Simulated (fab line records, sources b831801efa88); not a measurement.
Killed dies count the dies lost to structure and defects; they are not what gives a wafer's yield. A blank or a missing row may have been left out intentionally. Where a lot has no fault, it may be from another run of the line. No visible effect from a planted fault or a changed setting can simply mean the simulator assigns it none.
fab line records	flow gf180mcu
record lots=24	wafers=72	lastDay=34
route steps=602 shown M1@315 V1@350 V2@385 M3@415
lots that met no fault: from a run of the same line without faults
startH: the number of hours between the record's first day and the start of the first shown wafer of the lot	waitH: time in hours since the lot's previous step	" the same as in the row above	L1.1+2: one row covering several wafers at once	- either no value or no given start	* or withheld: withheld	< > ~ a bound
route shown NAME@n: a module of which the file shows steps, and the number in the route of the first	usual: mean/standard deviation taken from wafers without a fault	same: alike in all rows	chamber/n: place in a boat	sites: readings site by site	_std_site: the values' standard deviation	_edge_site: mean of outer sites minus mean of inner sites	radiusMm: how far each site lies from the wafer's centre	mask NAME#n: copy n	behind: the last tool/chamber to shape the wafer	hold: cause of the lot's hold/its duration in hours/its outcome	device: whichever transistor did not switch (one of n, p or np)	end of line: at the end of the route, the tests of the same wafers	for a step that has no rows: nothing shown but its recipe	killed: dies that structure and defects cost at the first sort, which is not the same as the wafer's yield	map: a wafer's dies, marking killed ones x, the rest . and places with no die _
set.NAME: the setting the step ran with; set.NAME@STEP: the setting that earlier step ran with	model.NAME: the simulator's own value behind a step, which no gauge read
steps of the route over a sample of lots; a table a step, a row a wafer
services: from which hour (startH, from the record's first day; less than 0 if before it) a tool's chamber was out of use, for how many hours, and why
## steps
# step GF_M1_SPUTTER_00
# recipe material=Ti	targetThkNm=37.5	arrivingIonEnergyEv=80	substrateTempC=200	chamberPressurePa=2	powerW=4000	timeS=150
# usual throttleValvePct=30.1/0.96
lot.wafer	tool	chamber	startH	waitH	throttleValvePct
L074.2	pvdSputter-02	-	361.84	0.1	30.5
L074.5	"	-	"	"	30.6
L074.6	"	-	"	"	30.5
L075.3	pvdSputter-03	-	367.33	0.1	27.5
L075.5	"	-	"	"	30.8
L075.6	"	-	"	"	30.7
L076.1	pvdSputter-04	-	375.34	0.2	30.0
L076.3	"	-	"	"	30.2
L076.5	"	-	"	"	29.9
L077.1	pvdSputter-03	-	381.38	0.1	28.0
L077.5	"	-	"	"	30.7
L077.6	"	-	"	"	27.5
L078.2	pvdSputter-04	-	394.88	0.1	30.1
L078.3	"	-	"	"	29.9
L078.5	"	-	"	"	29.6
L079.2	pvdSputter-02	-	401.63	0.2	30.4
L079.3	"	-	"	"	29.7
L079.4	"	-	"	"	30.9
L080.2	pvdSputter-04	-	413.09	0.2	28.7
L080.3	"	-	"	"	29.6
L080.5	"	-	"	"	30.1
L081.4	pvdSputter-02	-	429.39	0.1	30.6
L081.5	"	-	"	"	30.3
L081.6	"	-	"	"	30.3
L082.2	pvdSputter-04	-	430.65	0.2	30.2
L082.3	"	-	"	"	29.5
L082.4	"	-	"	"	28.7
L083.2	pvdSputter-03	-	446.03	0.1	30.7
L083.4	"	-	"	"	27.5
L083.6	"	-	"	"	31.1
L084.2	pvdSputter-04	-	452.79	0.1	28.6
L084.4	"	-	"	"	29.9
L084.6	"	-	"	"	29.7
L085.1	pvdSputter-02	-	463.12	0.2	30.4
L085.5	"	-	"	"	29.6
L085.6	"	-	"	"	30.6
L086.3	pvdSputter-02	-	472.82	0.1	30.4
L086.4	"	-	"	"	30.8
L086.5	"	-	"	"	30.1
L087.2	pvdSputter-02	-	475.03	0.1	30.4
L087.3	"	-	"	"	31.2
L087.4	"	-	"	"	30.6
L088.3	pvdSputter-03	-	485.79	0.1	31.0
L088.5	"	-	"	"	31.0
L088.6	"	-	"	"	30.5
L089.2	pvdSputter-04	-	494.38	0.1	30.0
L089.3	"	-	"	"	30.0
L089.6	"	-	"	"	28.5
L090.2	pvdSputter-02	-	502.11	0.2	30.6
L090.3	"	-	"	"	30.9
L090.4	"	-	"	"	29.6
L091.4	pvdSputter-04	-	509.28	0.1	30.0
L091.5	"	-	"	"	29.8
L091.6	"	-	"	"	28.5
L092.2	pvdSputter-03	-	512.80	0.1	27.7
L092.3	"	-	"	"	31.0
L092.5	"	-	"	"	30.8
L093.3	pvdSputter-02	-	530.05	0.2	29.6
L093.4	"	-	"	"	30.5
L093.5	"	-	"	"	31.0
L094.3	pvdSputter-02	-	536.58	0.1	30.6
L094.4	"	-	"	"	30.3
L094.6	"	-	"	"	31.0
L095.2	pvdSputter-03	-	550.99	0.1	30.9
L095.5	"	-	"	"	31.0
L095.6	"	-	"	"	27.6
L096.2	pvdSputter-03	-	561.58	0.2	30.8
L096.3	"	-	"	"	27.7
L096.5	"	-	"	"	30.9
L097.1	pvdSputter-02	-	563.28	0.2	30.6
L097.3	"	-	"	"	29.9
L097.5	"	-	"	"	31.1
# step GF_V1_OVL_MEAS_15
# usual V1_OVL=-3/5.8
lot.wafer	tool	chamber	startH	waitH	V1_OVL[nm]
L074.2	overlay-02	-	408.19	0.1	-7
L074.5	"	-	"	"	-5
L074.6	"	-	"	"	-12
L075.3	overlay-02	-	413.35	0.1	9
L075.5	"	-	"	"	5
L075.6	"	-	"	"	6
L076.1	overlay-02	-	422.26	0.1	4
L076.3	"	-	"	"	-2
L076.5	"	-	"	"	-1
L077.1	overlay-01	-	428.96	0.1	-9
L077.5	"	-	"	"	-7
L077.6	"	-	"	"	0
L078.2	overlay-02	-	443.46	0.1	-6
L078.3	"	-	"	"	-9
L078.5	"	-	"	"	-4
L079.2	overlay-01	-	450.91	0.1	1
L079.3	"	-	"	"	-8
L079.4	"	-	"	"	-7
L080.2	overlay-02	-	463.01	0.1	-9
L080.3	"	-	"	"	-8
L080.5	"	-	"	"	-11
L081.4	overlay-01	-	479.72	0.1	-7
L081.5	"	-	"	"	-13
L081.6	"	-	"	"	-10
L082.2	overlay-02	-	480.54	0.1	-9
L082.3	"	-	"	"	-15
L082.4	"	-	"	"	-11
L083.2	overlay-01	-	496.21	0.1	-3
L083.4	"	-	"	"	-5
L083.6	"	-	"	"	-6
L084.2	overlay-01	-	503.26	0.1	3
L084.4	"	-	"	"	2
L084.6	"	-	"	"	0
L085.1	overlay-02	-	512.31	0.1	-5
L085.5	"	-	"	"	-5
L085.6	"	-	"	"	-5
L086.3	overlay-01	-	521.87	0.1	-10
L086.4	"	-	"	"	-4
L086.5	"	-	"	"	-11
L087.2	overlay-01	-	524.14	0.1	2
L087.3	"	-	"	"	1
L087.4	"	-	"	"	0
L088.3	overlay-02	-	533.20	0.1	-4
L088.5	"	-	"	"	-1
L088.6	"	-	"	"	-4
L089.2	overlay-01	-	542.20	0.1	5
L089.3	"	-	"	"	-2
L089.6	"	-	"	"	2
L090.2	overlay-02	-	550.65	0.1	6
L090.3	"	-	"	"	3
L090.4	"	-	"	"	7
L091.4	overlay-01	-	556.92	0.1	-2
L091.5	"	-	"	"	-1
L091.6	"	-	"	"	4
L092.2	overlay-02	-	560.06	0.1	-9
L092.3	"	-	"	"	-10
L092.5	"	-	"	"	-11
L093.3	overlay-02	-	576.41	0.1	5
L093.4	"	-	"	"	1
L093.5	"	-	"	"	3
L094.3	overlay-01	-	582.11	0.1	-4
L094.4	"	-	"	"	-5
L094.6	"	-	"	"	-2
L095.2	overlay-01	-	595.90	0.1	-2
L095.5	"	-	"	"	-16
L095.6	"	-	"	"	-5
L096.2	overlay-02	-	605.50	0.1	3
L096.3	"	-	"	"	-12
L096.5	"	-	"	"	-2
L097.1	overlay-01	-	607.25	0.1	0
L097.3	"	-	"	"	1
L097.5	"	-	"	"	3
# step GF_V1_STRIP_18
# recipe chemistry=O2/N2	powerW=1400	pressureMtorr=1500	platenTempC=250	o2FlowSccm=3000	n2FlowSccm=300	overashFraction=0.5
# usual drypumpMotorCurrentA=5.6/0.32	heaterPowerW=323/20	oesProductAu=0.592/0.0047
lot.wafer	tool	chamber	startH	waitH	drypumpMotorCurrentA	heaterPowerW	oesProductAu	rfHoursCounterH
L074.2	plasmaAsher-03	0	408.35	-	5.4	354	0.594	79
L074.5	"	1	"	"	5.2	322	0.588	-
L074.6	"	0	"	"	5.4	361	0.596	-
L075.3	plasmaAsher-02	1	413.54	-	5.9	305	0.596	-
L075.5	"	1	"	"	5.9	307	0.587	-
L075.6	"	0	"	"	5.4	337	0.592	-
L076.1	plasmaAsher-03	0	422.42	-	5.4	355	0.591	81
L076.3	"	1	"	"	5.2	326	0.594	-
L076.5	"	1	"	"	5.2	323	0.591	-
L077.1	plasmaAsher-04	0	429.12	-	5.6	301	0.593	63
L077.5	"	0	"	"	5.5	296	0.588	-
L077.6	"	1	"	"	6.1	287	0.598	-
L078.2	plasmaAsher-03	1	443.62	-	5.2	321	0.588	84
L078.3	"	0	"	"	5.4	356	0.585	-
L078.5	"	0	"	"	5.4	346	0.592	-
L079.2	plasmaAsher-02	1	451.07	-	5.9	318	0.594	2
L079.3	"	1	"	"	6.0	325	0.593	-
L079.4	"	0	"	"	5.4	331	0.593	-
L080.2	plasmaAsher-02	1	463.17	-	6.0	316	0.594	3
L080.3	"	1	"	"	5.9	320	0.584	-
L080.5	"	1	"	"	6.0	318	0.593	-
L081.4	plasmaAsher-04	1	479.90	-	6.2	296	0.587	-
L081.5	"	1	"	"	6.2	299	0.593	-
L081.6	"	0	"	"	5.5	301	0.592	-
L082.2	plasmaAsher-02	1	480.70	-	5.9	314	0.585	5
L082.3	"	0	"	"	5.4	328	0.595	-
L082.4	"	1	"	"	5.9	319	0.594	-
L083.2	plasmaAsher-02	0	496.36	-	5.4	324	0.595	6
L083.4	"	0	"	"	5.4	331	0.587	-
L083.6	"	1	"	"	6.0	315	0.592	-
L084.2	plasmaAsher-03	0	503.41	-	5.4	352	0.594	90
L084.4	"	1	"	"	5.2	327	0.603	-
L084.6	"	0	"	"	5.4	360	0.600	-
L085.1	plasmaAsher-02	1	512.47	-	5.9	318	0.591	8
L085.5	"	1	"	"	6.0	315	0.591	-
L085.6	"	0	"	"	5.4	337	0.591	-
L086.3	plasmaAsher-04	0	522.05	-	5.5	305	0.595	-
L086.4	"	1	"	"	6.1	293	0.596	-
L086.5	"	0	"	"	5.5	302	0.595	-
L087.2	plasmaAsher-03	0	524.30	-	5.4	348	0.587	92
L087.3	"	0	"	"	5.4	357	0.593	-
L087.4	"	1	"	"	5.2	324	0.589	-
L088.3	plasmaAsher-02	1	533.38	-	6.0	324	0.596	-
L088.5	"	1	"	"	6.0	322	0.587	-
L088.6	"	0	"	"	5.4	334	0.597	-
L089.2	plasmaAsher-04	0	542.36	-	5.5	311	0.591	75
L089.3	"	1	"	"	6.1	292	0.596	-
L089.6	"	1	"	"	6.1	290	0.590	-
L090.2	plasmaAsher-02	0	550.81	-	5.4	339	0.589	12
L090.3	"	0	"	"	5.4	336	0.590	-
L090.4	"	1	"	"	5.9	327	0.584	-
L091.4	plasmaAsher-02	0	557.10	-	5.4	323	0.597	-
L091.5	"	0	"	"	5.4	330	0.587	-
L091.6	"	1	"	"	5.9	316	0.594	-
L092.2	plasmaAsher-03	1	560.22	-	5.2	322	0.597	96
L092.3	"	1	"	"	5.2	333	0.588	-
L092.5	"	1	"	"	5.2	325	0.593	-
L093.3	plasmaAsher-04	0	576.60	-	5.5	303	0.586	-
L093.4	"	1	"	"	6.2	291	0.590	-
L093.5	"	1	"	"	6.1	291	0.594	-
L094.3	plasmaAsher-03	1	582.30	-	5.2	334	0.595	-
L094.4	"	0	"	"	5.4	355	0.594	-
L094.6	"	0	"	"	5.4	357	0.589	-
L095.2	plasmaAsher-04	0	596.06	-	5.5	302	0.593	80
L095.5	"	0	"	"	5.5	298	0.594	-
L095.6	"	1	"	"	6.1	297	0.592	-
L096.2	plasmaAsher-02	1	605.66	-	5.9	311	0.593	17
L096.3	"	0	"	"	5.4	329	0.588	-
L096.5	"	0	"	"	5.4	334	0.603	-
L097.1	plasmaAsher-03	1	607.42	-	5.2	326	0.585	101
L097.3	"	1	"	"	5.2	332	0.590	-
L097.5	"	0	"	"	5.4	347	0.590	-
# step GF_V2_THK_MEAS_03
# recipe reads=SiO2_of_V2_CVD_02
# usual V2_CVD_02_THK=846/12
lot.wafer	tool	chamber	startH	waitH	V2_CVD_02_THK[nm]
L074.2	filmMetro-01	-	434.11	0.0	844
L074.5	"	-	"	"	871
L074.6	"	-	"	"	855
L075.3	filmMetro-01	-	439.57	0.1	861
L075.5	"	-	"	"	843
L075.6	"	-	"	"	861
L076.1	filmMetro-01	-	449.66	0.0	851
L076.3	"	-	"	"	847
L076.5	"	-	"	"	844
L077.1	filmMetro-01	-	456.32	0.0	830
L077.5	"	-	"	"	862
L077.6	"	-	"	"	847
L078.2	filmMetro-01	-	470.46	0.0	833
L078.3	"	-	"	"	846
L078.5	"	-	"	"	851
L079.2	filmMetro-03	-	478.41	0.0	841
L079.3	"	-	"	"	834
L079.4	"	-	"	"	871
L080.2	filmMetro-04	-	490.39	0.0	845
L080.3	"	-	"	"	832
L080.5	"	-	"	"	853
L081.4	filmMetro-01	-	506.37	0.0	839
L081.5	"	-	"	"	848
L081.6	"	-	"	"	855
L082.2	filmMetro-03	-	507.02	0.0	833
L082.3	"	-	"	"	828
L082.4	"	-	"	"	853
L083.2	filmMetro-04	-	522.03	0.0	843
L083.4	"	-	"	"	853
L083.6	"	-	"	"	856
L084.2	filmMetro-03	-	529.10	0.0	833
L084.4	"	-	"	"	856
L084.6	"	-	"	"	850
L085.1	filmMetro-03	-	537.90	0.0	853
L085.5	"	-	"	"	865
L085.6	"	-	"	"	851
L086.3	filmMetro-03	-	547.56	0.1	842
L086.4	"	-	"	"	854
L086.5	"	-	"	"	838
L087.2	filmMetro-04	-	549.71	0.0	837
L087.3	"	-	"	"	837
L087.4	"	-	"	"	853
L088.3	filmMetro-04	-	558.78	0.1	855
L088.5	"	-	"	"	855
L088.6	"	-	"	"	868
L089.2	filmMetro-03	-	566.61	0.0	854
L089.3	"	-	"	"	845
L089.6	"	-	"	"	853
L090.2	filmMetro-03	-	575.51	0.0	843
L090.3	"	-	"	"	846
L090.4	"	-	"	"	858
L091.4	filmMetro-03	-	581.29	0.0	845
L091.5	"	-	"	"	864
L091.6	"	-	"	"	863
L092.2	filmMetro-04	-	584.44	0.0	847
L092.3	"	-	"	"	842
L092.5	"	-	"	"	854
L093.3	filmMetro-03	-	599.91	0.1	836
L093.4	"	-	"	"	855
L093.5	"	-	"	"	851
L094.3	filmMetro-04	-	605.51	0.1	821
L094.4	"	-	"	"	846
L094.6	"	-	"	"	847
L095.2	filmMetro-01	-	618.71	0.0	827
L095.5	"	-	"	"	860
L095.6	"	-	"	"	854
L096.2	filmMetro-01	-	628.60	0.0	849
L096.3	"	-	"	"	837
L096.5	"	-	"	"	856
L097.1	filmMetro-04	-	629.91	0.0	836
L097.3	"	-	"	"	819
L097.5	"	-	"	"	849
# step GF_V2_CD_MEAS_14
# recipe targetCdNm=260
# usual cdNm=259.6/1.3
lot.wafer	tool	chamber	startH	waitH	cdNm
L074.2	cdSem-02	-	458.75	0.1	259.8
L074.5	"	-	"	"	260.7
L074.6	"	-	"	"	261.1
L075.3	cdSem-02	-	464.08	0.1	258.7
L075.5	"	-	"	"	256.8
L075.6	"	-	"	"	257.0
L076.1	cdSem-02	-	473.98	0.1	262.4
L076.3	"	-	"	"	261.8
L076.5	"	-	"	"	261.4
L077.1	cdSem-02	-	480.48	0.1	258.8
L077.5	"	-	"	"	258.2
L077.6	"	-	"	"	258.3
L078.2	cdSem-02	-	494.61	0.1	258.3
L078.3	"	-	"	"	259.9
L078.5	"	-	"	"	260.3
L079.2	cdSem-02	-	502.16	0.1	258.2
L079.3	"	-	"	"	259.0
L079.4	"	-	"	"	258.4
L080.2	cdSem-02	-	514.31	0.1	259.8
L080.3	"	-	"	"	260.1
L080.5	"	-	"	"	260.2
L081.4	cdSem-01	-	529.79	0.1	261.8
L081.5	"	-	"	"	259.7
L081.6	"	-	"	"	262.2
L082.2	cdSem-02	-	530.75	0.1	258.9
L082.3	"	-	"	"	259.9
L082.4	"	-	"	"	260.5
L083.2	cdSem-02	-	545.41	0.1	258.5
L083.4	"	-	"	"	260.0
L083.6	"	-	"	"	259.7
L084.2	cdSem-01	-	552.20	0.1	257.8
L084.4	"	-	"	"	259.1
L084.6	"	-	"	"	257.7
L085.1	cdSem-02	-	560.68	0.1	258.4
L085.5	"	-	"	"	258.9
L085.6	"	-	"	"	259.4
L086.3	cdSem-01	-	570.32	0.1	261.0
L086.4	"	-	"	"	260.2
L086.5	"	-	"	"	261.3
L087.2	cdSem-01	-	571.50	0.1	257.6
L087.3	"	-	"	"	258.6
L087.4	"	-	"	"	257.4
L088.3	cdSem-02	-	581.18	0.1	259.5
L088.5	"	-	"	"	258.0
L088.6	"	-	"	"	258.4
L089.2	cdSem-01	-	588.35	0.1	258.8
L089.3	"	-	"	"	260.4
L089.6	"	-	"	"	260.0
L090.2	cdSem-02	-	596.71	0.1	260.6
L090.3	"	-	"	"	259.8
L090.4	"	-	"	"	261.3
L091.4	cdSem-02	-	603.39	0.1	258.3
L091.5	"	-	"	"	257.4
L091.6	"	-	"	"	259.7
L092.2	cdSem-02	-	605.81	0.1	260.6
L092.3	"	-	"	"	260.5
L092.5	"	-	"	"	261.2
L093.3	cdSem-02	-	621.57	0.1	258.6
L093.4	"	-	"	"	259.2
L093.5	"	-	"	"	259.2
L094.3	cdSem-02	-	626.12	0.1	262.3
L094.4	"	-	"	"	261.7
L094.6	"	-	"	"	261.2
L095.2	cdSem-02	-	639.25	0.1	260.5
L095.5	"	-	"	"	260.6
L095.6	"	-	"	"	260.4
L096.2	cdSem-01	-	648.65	0.1	261.5
L096.3	"	-	"	"	260.2
L096.5	"	-	"	"	259.4
L097.1	cdSem-02	-	650.04	0.1	258.6
L097.3	"	-	"	"	259.4
L097.5	"	-	"	"	259.3
# step GF_M3_THK_MEAS_06
# recipe thkMeasGauge=xrf	reads=AlCu_of_M3_SPUTTER_02
# usual M3_ALCU_THK=449/6.6
lot.wafer	tool	chamber	startH	waitH	M3_ALCU_THK[nm]
L074.2	filmMetro-03	-	460.59	0.1	441
L074.5	"	-	"	"	442
L074.6	"	-	"	"	442
L075.3	filmMetro-02	-	466.26	0.1	450
L075.5	"	-	"	"	444
L075.6	"	-	"	"	447
L076.1	filmMetro-02	-	476.24	0.1	449
L076.3	"	-	"	"	442
L076.5	"	-	"	"	451
L077.1	filmMetro-03	-	482.74	0.1	445
L077.5	"	-	"	"	436
L077.6	"	-	"	"	444
L078.2	filmMetro-03	-	496.45	0.1	450
L078.3	"	-	"	"	448
L078.5	"	-	"	"	450
L079.2	filmMetro-02	-	504.04	0.1	456
L079.3	"	-	"	"	451
L079.4	"	-	"	"	445
L080.2	filmMetro-03	-	516.41	0.1	460
L080.3	"	-	"	"	457
L080.5	"	-	"	"	457
L081.4	filmMetro-03	-	531.61	0.1	449
L081.5	"	-	"	"	454
L081.6	"	-	"	"	457
L082.2	filmMetro-03	-	532.59	0.1	458
L082.3	"	-	"	"	455
L082.4	"	-	"	"	449
L083.2	filmMetro-03	-	547.26	0.1	438
L083.4	"	-	"	"	435
L083.6	"	-	"	"	439
L084.2	filmMetro-02	-	554.05	0.1	445
L084.4	"	-	"	"	448
L084.6	"	-	"	"	447
L085.1	filmMetro-02	-	562.53	0.1	456
L085.5	"	-	"	"	455
L085.6	"	-	"	"	457
L086.3	filmMetro-02	-	572.26	0.1	445
L086.4	"	-	"	"	452
L086.5	"	-	"	"	445
L087.2	filmMetro-02	-	573.35	0.1	450
L087.3	"	-	"	"	449
L087.4	"	-	"	"	447
L088.3	filmMetro-02	-	583.01	0.1	441
L088.5	"	-	"	"	441
L088.6	"	-	"	"	443
L089.2	filmMetro-02	-	590.20	0.1	447
L089.3	"	-	"	"	443
L089.6	"	-	"	"	450
L090.2	filmMetro-01	-	598.56	0.1	439
L090.3	"	-	"	"	439
L090.4	"	-	"	"	443
L091.4	filmMetro-01	-	605.32	0.1	455
L091.5	"	-	"	"	452
L091.6	"	-	"	"	453
L092.2	filmMetro-03	-	607.65	0.1	457
L092.3	"	-	"	"	463
L092.5	"	-	"	"	457
L093.3	filmMetro-01	-	623.40	0.1	459
L093.4	"	-	"	"	455
L093.5	"	-	"	"	457
L094.3	filmMetro-01	-	627.95	0.1	455
L094.4	"	-	"	"	446
L094.6	"	-	"	"	453
L095.2	filmMetro-01	-	641.10	0.1	453
L095.5	"	-	"	"	451
L095.6	"	-	"	"	456
L096.2	filmMetro-02	-	650.50	0.1	447
L096.3	"	-	"	"	444
L096.5	"	-	"	"	447
L097.1	filmMetro-03	-	651.89	0.1	447
L097.3	"	-	"	"	443
L097.5	"	-	"	"	445
## services
tool	chamber	startH	hours	kind
plasmaAsher-04	-	343.88	4.1	repair
pvdSputter-03	-	348.77	5.8	repair
pvdSputter-04	-	351.46	6.1	repair
plasmaAsher-03	-	355.49	0.7	repair
pvdSputter-03	-	360.69	3.9	repair
pvdSputter-03	-	374.84	3.9	repair
plasmaAsher-04	-	378.31	2.8	pm
pvdSputter-02	-	381.06	4.0	repair
plasmaAsher-04	-	409.75	14.6	pm
plasmaAsher-02	-	421.25	9.0	pm
plasmaAsher-02	0	421.25	9.0	ventCycle
plasmaAsher-02	1	421.25	9.0	ventCycle
plasmaAsher-02	-	423.15	4.3	repair
plasmaAsher-02	0	430.25	-	clean
plasmaAsher-02	1	430.25	-	clean
pvdSputter-04	-	443.48	4.8	repair
plasmaAsher-03	-	443.78	4.1	repair
pvdSputter-02	0	463.34	-	consumableReplace:kit
pvdSputter-02	0	463.34	18.0	scheduledDown
pvdSputter-02	0	463.34	18.0	ventCycle
plasmaAsher-04	-	516.74	2.0	repair
plasmaAsher-03	-	520.66	2.8	pm
pvdSputter-03	-	530.97	1.5	repair
pvdSputter-03	-	580.50	7.0	repair
## key
fault none
